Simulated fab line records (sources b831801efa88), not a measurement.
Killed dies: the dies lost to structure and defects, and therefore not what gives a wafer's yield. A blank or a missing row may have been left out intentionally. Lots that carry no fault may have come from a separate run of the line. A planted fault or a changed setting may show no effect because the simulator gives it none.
Which tool is to blame? | flow gf180mcu | 33 wafers from 11 lots sampled at 3 of the route's 602 steps

WHAT THE GAUGES SHOWED, per wafer
GF_V3_RS_MEAS_24: measurement is done with a four-point probe.
lot  | measured     | on            | V3_W_RS (ohm/sq)
L896 | day 22 20:50 | film_metro-01 | 0.327 0.329 0.328
L897 | day 23 12:56 | film_metro-03 | 0.327 0.326 0.323
L904 | day 26 01:18 | film_metro-03 | 0.333 0.324 0.331
L907 | day 26 21:28 | film_metro-01 | 0.330 0.327 0.327
L910 | day 27 22:59 | film_metro-04 | 0.323 0.299 0.324 0.323 0.298 0.324
L911 | day 28 11:24 | film_metro-03 | 0.331 0.329 0.331
L913 | day 29 14:11 | film_metro-01 | 0.320 0.322 0.321
L915 | day 29 14:01 | film_metro-04 | 0.320 0.298 0.296 0.321 0.298 0.296
L916 | day 29 14:14 | film_metro-04 | 0.318 0.295 0.322 0.318 0.294 0.321
L914 | day 29 14:44 | film_metro-04 | 0.327 0.326 0.324
L918 | day 30 09:16 | film_metro-04 | 0.330 0.326 0.327

GF_V3_THK_MEAS_25: measures by xrf.
lot  | measured     | on            | V3_W_THK (nm)
L896 | day 22 20:57 | film_metro-01 | 357 350 353
L897 | day 23 13:03 | film_metro-03 | 357 359 361
L904 | day 26 01:24 | film_metro-03 | 348 357 348
L907 | day 26 21:35 | film_metro-01 | 341 345 347
L910 | day 28 02:05 | film_metro-04 | 360 389 359 361 391 360
L911 | day 28 11:31 | film_metro-03 | 351 353 353
L913 | day 29 14:19 | film_metro-01 | 357 353 357
L915 | day 29 18:40 | film_metro-04 | 361 391 392 362 391 393
L916 | day 29 18:37 | film_metro-04 | 365 394 361 363 393 361
L914 | day 29 14:52 | film_metro-04 | 355 358 355
L918 | day 30 09:22 | film_metro-04 | 353 360 358

TOOL THAT RAN EACH LOT (tool first, then ch and the chambers of the sampled wafers, then the start)
lot  | GF_V3_CVD_23
L896 | cvd_w-02 ch 0,1, day 22 20:43
L897 | cvd_w-01 ch 1, day 23 12:44
L904 | cvd_w-01 ch 0,1, day 26 01:11
L907 | cvd_w-02 ch 0,1, day 26 21:22
L910 | cvd_w-01 ch 0,1, day 27 22:52
L911 | cvd_w-02 ch 0, day 28 11:11
L913 | cvd_w-02 ch 0, day 29 13:50
L915 | cvd_w-01 ch 0,1, day 29 13:54
L916 | cvd_w-01 ch 0,1, day 29 14:06
L914 | cvd_w-02 ch 0, day 29 14:31
L918 | cvd_w-02 ch 0,1, day 30 09:08
- GF_V3_CVD_23: deposits W, target thk 350 nm, time 104.9 s.

AS READ BY THE TOOLS THEMSELVES (means over the sampled wafers that have a number; for cases with no such wafer, the mark the record gives instead)
GF_V3_CVD_23.
lot  | tool     | heater_power_w (W) | susceptor_temp_C (C)
L896 | cvd_w-02 | 858                | 400.33
L897 | cvd_w-01 | 820                | 399.97
L904 | cvd_w-01 | 828                | 400.02
L907 | cvd_w-02 | 808                | 399.95
L910 | cvd_w-01 | 851                | 402.05
L911 | cvd_w-02 | 929                | 399.99
L913 | cvd_w-02 | 930                | 400.04
L915 | cvd_w-01 | 862                | 404.11
L916 | cvd_w-01 | 844                | 401.96
L914 | cvd_w-02 | 927                | 399.97
L918 | cvd_w-02 | 874                | 400.18

THE ANSWER, worked out from the rows above alone
Rule: the usual values come from the lots themselves. Put in order of their means at a reading, lots are off if they are a third of the lots or fewer, leave a main group of 4 or more, and stand apart from it by a gap of 3 or more times the standard deviation of the main group's means; of several such gaps the widest counts. A main group whose means are all the same, to the digits that the tables above print for the reading, isn't used. A lot without any number at a reading at which 4 lots or more have one is off too. The other lots that the step has rows for count as sound. After the gauges, taken in route order, come the tools' own readings; for these a lot's mean is taken, as printed above. At the first step where some lot is off, the reading lying furthest off is the one used; lots without a number count as furthest.
Off at GF_V3_CVD_23 (susceptor_temp_C): L910, L915, L916. Main group: mean 400.06 C, sd 0.12.
A tool fits if, at that step or a process step before it, it ran every lot that is off, and no sound lot after the first of them. One candidate fits, namely cvd_w-01 at GF_V3_CVD_23. A fault onset in the window from L904 (day 26 01:11, its last sound lot) to L910 (day 27 22:52, its first lot off) fits.
The tool's own readings at GF_V3_CVD_23 bear it out: on the lots that are off they differ by more than 5 times the standard deviation of the sound lots' means. susceptor_temp_C reads 402.71 C there against 400.06 C on the sound lots.

WHAT THE SIMULATOR HAD INSERTED
cvd_w-01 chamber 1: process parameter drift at GF_V3_CVD_23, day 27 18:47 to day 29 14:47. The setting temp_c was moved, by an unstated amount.
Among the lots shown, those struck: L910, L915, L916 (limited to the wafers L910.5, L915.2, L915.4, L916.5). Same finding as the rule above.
